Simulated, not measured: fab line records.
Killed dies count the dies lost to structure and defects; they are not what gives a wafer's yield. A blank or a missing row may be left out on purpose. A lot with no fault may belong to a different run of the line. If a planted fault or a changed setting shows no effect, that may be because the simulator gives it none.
Problem report in the 8D (eight disciplines) form, filled by code || flow gf180mcu || the parts of the form that need people (team, actions taken, sign-off) are left out

== 1. THE PROBLEM ==
Mean V3_CVD_00_THK at GF_V3_THK_MEAS_01: 511 nm over 6 wafers in 2 lots; fault-free wafers: 601 nm, standard deviation 5.6. That is -16 standard deviations from the usual mean.
The first sign was on wafer L284.2 at day 26 12:46, on film-metro-02. The record has a number at this step for 42 wafers belonging to 14 lots. By rule, "out" or "out of limits" means more than 4 standard deviations away from the usual mean. Any other wafer with a number is counted as sound.

== 2. WHAT IT IS, WHAT IT ISN'T ==
{"question": "which readings at this step", "is": "V3_CVD_00_THK", "is not": "-"}
{"question": "which lots", "is": "L284, L285", "is not": "L270, L272, L274, L276, L278, L279, L280, L281, L282, L286, L287, L292"}
{"question": "which wafers of those lots", "is": "all that have a number", "is not": "-"}
{"question": "read on which gauges", "is": "film-metro-02", "is not": "film-metro-01, film-metro-03"}
{"question": "when", "is": "from day 26 12:46", "is not": "up to then (27 sound wafers); but 9 sound wafers of L286, L287, L292 came after"}

== 3. SUSPECTS, AND WHAT RULES EACH OUT ==
Counting: a tool stays on the suspect list if, at a process step up to the reading, it processed all lots that are out and no sound lot following the first of them.
- the gauge at GF_V3_THK_MEAS_01: ruled out. All the wafers that are out were read on film-metro-02, but those of them that GF_V3_CVD_00 has rows for are out there too, on other tools.
- hdpcvd-01 at GF_V3_CVD_00 (deposits SiO2, target thk 600 nm, time 100 s): kept. It ran every lot that is out, first L284 (day 26 12:41), and no sound lot after that; its last sound lot up to then is L282 (day 25 23:50). Out on those wafers are its own readings of sih4-flow-sccm.
Left after counting: hdpcvd-01 at GF_V3_CVD_00.

== 4. THE CAUSE (what the simulator had put in) ==
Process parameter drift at GF_V3_CVD_00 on hdpcvd-01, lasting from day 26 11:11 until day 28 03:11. From 60, the setting sih4-flow-sccm moved by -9. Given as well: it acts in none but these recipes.
After counting, this tool was the only one left.

== 5. THE CHAIN OF EFFECTS, in route order ==
Each row: a reading whose mean over the struck wafers that have a number lies more than 3 standard deviations from the usual. Only readings whose record carries a usual standard deviation are examined. hours: median over the lots of the time between each lot's start at the first step of this table that gives one and its start at this step. sigmas: the change, counted in usual standard deviations.
{"hours": 0, "step": "GF_V3_CVD_00", "reading": "sih4-flow-sccm", "usual": "60.01 sccm", "on struck wafers": 51.08, "change": -8.93, "sigmas": -53}
{"hours": 0, "step": "GF_V3_THK_MEAS_01", "reading": "V3_CVD_00_THK", "usual": "601 nm", "on struck wafers": 511, "change": -90, "sigmas": -16}
The process steps in it:
- GF_V3_CVD_00: deposits SiO2, target thk 600 nm, time 100 s.

== 6. HOW IT WOULD HAVE BEEN CAUGHT EARLIER ==
The first out-of-limits reading at a measuring or inspecting step in this record came at day 26 12:46, 2 hours after the fault's start at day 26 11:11.
At GF_V3_CVD_00, the tool's own readings (sih4-flow-sccm) were out on each struck wafer the step has a row for, so an alarm limit on them would have fired on the first such wafer.
Among the 2 lots that are out, L285 began GF_V3_CVD_00 on hdpcvd-01 after day 26 12:46. A tool hold placed at that time would have kept it from harm.
